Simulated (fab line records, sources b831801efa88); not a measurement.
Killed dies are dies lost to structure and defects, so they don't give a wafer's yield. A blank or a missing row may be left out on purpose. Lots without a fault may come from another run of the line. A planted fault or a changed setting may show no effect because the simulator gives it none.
fab line records | flow gf180mcu | part 2 of 2: steps 32 to 40 of 40
record lots=5 wafers=15 last_day=34
route steps=602 shown M3@424 V3@429 M4@456
lots that met no fault: from a run of the same line without faults
start_h: hours from the record's first day to the start of the lot's first wafer shown | wait_h: hours since the lot's step before | " the same as in the row above | L1.1+2: a row that stands for several wafers | - no value, or no start given | * or withheld: withheld | < > ~ a bound
route shown NAME@n: a module of which the file shows steps, and the number in the route of the first | usual: mean/standard deviation of fault-free wafers | same: alike in all rows | chamber/n: place in a boat | sites: the reading at each site | _std_site: their standard deviation | _edge_site: outer sites' mean less inner sites' | radius_mm: how far each site lies from the wafer's centre | mask NAME#n: copy n | behind: the tool/chamber that last shaped the wafer | hold: why the lot was held/for how many hours/how that ended | device: the transistor (n, p or np) that didn't switch | end of line: the same wafers' tests at the end of the route | a step without rows: its recipe alone | killed: dies lost to structure and defects at the first sort, not the wafer's yield | map: a wafer's dies, x killed, . not, _ none there
set.NAME: the setting as run; set.NAME@STEP: as run at that earlier step | model.NAME: the simulator's own value behind a step, which no gauge read
lots at some steps of the route; a table a step, a row a wafer
services: from which hour (start_h, from the record's first day; less than 0 if before it) a tool's chamber was out of use, for how many hours, and why
## steps
# step GF_V3_CMP_26
# recipe stop_on=SiO2 down_force_psi=3.5 platen_rpm=60 t_overpolish_s=15 target_thk_nm=0 pad_velocity_m_s=0.94248
# usual motor_current_A=10.6/0.81 overpolish_run_s=14.999/0.0091 slurry_flow_ml_min=150.0/0.41 time_to_endpoint_s=86/7
# columns lot.wafer tool chamber start_h wait_h motor_current_A overpolish_run_s slurry_flow_ml_min time_to_endpoint_s
L081.4 cmp-01 2 586.26 0.0 9.4 14.988 149.6 85
L081.3 " 1 " " 11.7 14.996 150.5 85
L081.5 " 2 " " 10.0 15.017 149.6 85
L083.2 cmp-02 1 593.60 0.1 10.4 14.994 150.8 72
L083.4 " 2 " " 10.7 14.995 149.8 84
L083.3 " 3 " " 11.9 15.005 150.1 89
L086.4 cmp-01 0 611.87 0.1 9.5 14.994 150.6 94
L086.2 " 1 " " 12.0 15.003 150.6 89
L086.1 " 2 " " 9.6 15.020 150.0 88
L092.3 cmp-02 2 652.20 0.1 10.8 15.000 150.4 77
L092.4 " 3 " " 11.2 15.006 149.6 89
L092.2 " 0 " " 10.5 14.990 149.8 77
L096.2 cmp-02 0 681.00 0.1 9.6 14.989 149.9 81
L096.3 " 1 " " 10.5 15.005 149.8 78
L096.6 " 3 " " 11.0 15.012 150.4 94
# step GF_M4_SPUTTER_00
# recipe material=Ti target_thk_nm=37.5 arriving_ion_energy_ev=80 substrate_temp_c=200 chamber_pressure_pa=2 power_w=4000 time_s=150
# usual throttle_valve_pct=29.6/1
# columns lot.wafer tool chamber start_h wait_h throttle_valve_pct
L081.3 pvd_sputter-01 - 586.56 0.1 28.8
L081.4 " - " " 28.3
L081.5 " - " " 29.3
L083.2 pvd_sputter-03 - 593.85 0.2 29.7
L083.3 " - " " 30.5
L083.4 " - " " 30.3
L086.1 pvd_sputter-01 - 612.12 0.1 29.2
L086.2 " - " " 28.8
L086.4 " - " " 28.2
L092.2 pvd_sputter-03 - 652.45 0.1 28.5
L092.3 " - " " 29.3
L092.4 " - " " 30.8
L096.2 pvd_sputter-04 - 681.25 0.2 30.1
L096.3 " - " " 32.5
L096.6 " - " " 29.2
# step GF_M4_SPUTTER_01
# recipe material=TiN target_thk_nm=30 power_w=6500 time_s=25 chamber_pressure_pa=0.4
# usual throttle_valve_pct=29.5/1
# columns lot.wafer tool chamber start_h wait_h throttle_valve_pct
L081.3 pvd_sputter-01 - 586.66 0.1 29.1
L081.4 " - " " 27.9
L081.5 " - " " 29.6
L083.2 pvd_sputter-03 - 593.95 0.1 29.4
L083.3 " - " " 30.8
L083.4 " - " " 30.4
L086.1 pvd_sputter-01 - 612.22 0.1 29.1
L086.2 " - " " 28.9
L086.4 " - " " 27.9
L092.2 pvd_sputter-03 - 652.55 0.1 28.4
L092.3 " - " " 29.5
L092.4 " - " " 30.7
L096.2 pvd_sputter-04 - 681.35 0.1 29.7
L096.3 " - " " 32.3
L096.6 " - " " 29.5
# step GF_M4_SPUTTER_02
# recipe material=AlCu target_thk_nm=450 power_w=10600 time_s=23.9 chamber_pressure_pa=0.4
# usual throttle_valve_pct=29.6/1
# columns lot.wafer tool chamber start_h wait_h throttle_valve_pct
L081.3 pvd_sputter-01 - 586.69 0.0 28.9
L081.4 " - " " 27.9
L081.5 " - " " 29.6
L083.2 pvd_sputter-03 - 593.98 0.0 29.5
L083.3 " - " " 30.7
L083.4 " - " " 30.6
L086.1 pvd_sputter-01 - 612.25 0.0 29.1
L086.2 " - " " 28.8
L086.4 " - " " 27.9
L092.2 pvd_sputter-03 - 652.58 0.0 28.6
L092.3 " - " " 29.4
L092.4 " - " " 30.9
L096.2 pvd_sputter-04 - 681.38 0.0 29.6
L096.3 " - " " 32.1
L096.6 " - " " 29.3
# step GF_M4_SPUTTER_03
# recipe material=Ti target_thk_nm=10 substrate_temp_c=300 chamber_pressure_pa=0.3 power_w=3000 time_s=6.7
# usual throttle_valve_pct=29.5/1
# columns lot.wafer tool chamber start_h wait_h throttle_valve_pct
L081.3 pvd_sputter-01 - 586.72 0.0 29.3
L081.4 " - " " 28.0
L081.5 " - " " 29.4
L083.2 pvd_sputter-03 - 594.01 0.0 29.5
L083.3 " - " " 30.5
L083.4 " - " " 30.5
L086.1 pvd_sputter-01 - 612.28 0.0 29.4
L086.2 " - " " 28.9
L086.4 " - " " 28.1
L092.2 pvd_sputter-03 - 652.61 0.0 28.5
L092.3 " - " " 29.4
L092.4 " - " " 30.8
L096.2 pvd_sputter-04 - 681.41 0.0 29.8
L096.3 " - " " 32.2
L096.6 " - " " 29.4
# step GF_M4_SPUTTER_04
# recipe material=TiN target_thk_nm=50 power_w=6500 time_s=41.7 chamber_pressure_pa=0.4
# usual throttle_valve_pct=29.5/1
# columns lot.wafer tool chamber start_h wait_h throttle_valve_pct
L081.3 pvd_sputter-01 - 586.74 0.0 29.0
L081.4 " - " " 28.1
L081.5 " - " " 29.4
L083.2 pvd_sputter-03 - 594.03 0.0 29.4
L083.3 " - " " 30.6
L083.4 " - " " 30.4
L086.1 pvd_sputter-01 - 612.30 0.0 29.3
L086.2 " - " " 29.2
L086.4 " - " " 27.8
L092.2 pvd_sputter-03 - 652.63 0.0 28.6
L092.3 " - " " 29.6
L092.4 " - " " 30.5
L096.2 pvd_sputter-04 - 681.43 0.0 29.6
L096.3 " - " " 32.2
L096.6 " - " " 29.5
# step GF_M4_RS_MEAS_05
# recipe thk_meas_gauge=four-point-probe reads=TiN_of_M4_SPUTTER_04+Ti_of_M4_SPUTTER_03+AlCu_of_M4_SPUTTER_02+TiN_of_M4_SPUTTER_01+Ti_of_M4_SPUTTER_00
# usual M4_ALCU_RS=0.0696/0.00094
# columns lot.wafer tool chamber start_h wait_h M4_ALCU_RS[ohm/sq]
L081.3 film_metro-01 - 586.82 0.1 0.0714
L081.4 " - " " 0.0686
L081.5 " - " " 0.0697
L083.2 film_metro-02 - 594.09 0.0 0.0688
L083.3 " - " " 0.0701
L083.4 " - " " 0.0701
L086.1 film_metro-01 - 612.34 0.0 0.0706
L086.2 " - " " 0.0718
L086.4 " - " " 0.0693
L092.2 film_metro-01 - 652.69 0.0 0.0700
L092.3 " - " " 0.0695
L092.4 " - " " 0.0700
L096.2 film_metro-02 - 681.49 0.0 0.0683
L096.3 " - " " 0.0696
L096.6 " - " " 0.0708
# step GF_M4_THK_MEAS_06
# recipe thk_meas_gauge=xrf reads=AlCu_of_M4_SPUTTER_02
# usual M4_ALCU_THK=447/6.3
# columns lot.wafer tool chamber start_h wait_h M4_ALCU_THK[nm]
L081.3 film_metro-01 - 586.92 0.1 436
L081.4 " - " " 454
L081.5 " - " " 447
L083.2 film_metro-02 - 594.20 0.1 453
L083.3 " - " " 447
L083.4 " - " " 446
L086.1 film_metro-01 - 612.46 0.1 439
L086.2 " - " " 434
L086.4 " - " " 448
L092.2 film_metro-01 - 652.80 0.1 443
L092.3 " - " " 447
L092.4 " - " " 443
L096.2 film_metro-02 - 681.60 0.1 457
L096.3 " - " " 449
L096.6 " - " " 440
# step GF_M4_DEHYDRATE_07
# recipe temp_c=200 time_s=60
# columns lot.wafer tool chamber start_h wait_h
L081.3+4+5 litho_track-02 0 596.84 9.9
L083.2+3+4 litho_track-02 0 604.31 10.1
L086.1+2+4 litho_track-02 0 621.04 8.6
L092.2+3+4 litho_track-01 0 661.99 9.2
L096.2+3+6 litho_track-03 0 688.88 7.3
## services
# columns tool chamber start_h hours kind
rie_diel-03 3 544.27 4.8 repair
cmp-02 - 545.26 0.3 repair
krf_scanner-02 - 546.91 0.8 pm
krf_scanner-02 - 547.66 1.3 pm
cvd_w-01 - 548.79 6.0 pm
plasma_asher-01 - 550.64 14.1 pm
krf_scanner-02 - 564.54 1.0 pm
pvd_sputter-04 - 569.29 9.8 repair
cmp-01 - 572.00 4.0 pm
cmp-01 - 573.08 0.6 repair
rie_diel-03 - 573.91 2.8 pm
pvd_sputter-04 - 575.54 103.3 repair
pvd_sputter-04 - 580.15 2.5 repair
rie_diel-03 0 580.94 10.3 repair
pvd_sputter-01 - 581.00 3.0 repair
rie_diel-02 - 616.53 0.4 repair
cmp-01 - 619.11 6.0 pm
rie_diel-03 - 620.82 1.2 repair
wet_bench-01 - 626.03 4.1 repair
rie_diel-02 1 664.06 8.4 repair
cmp-02 - 664.87 1.2 repair
rie_diel-03 0 670.16 2.7 repair
cmp-01 - 686.69 0.5 repair
cmp-02 - 687.40 0.8 repair
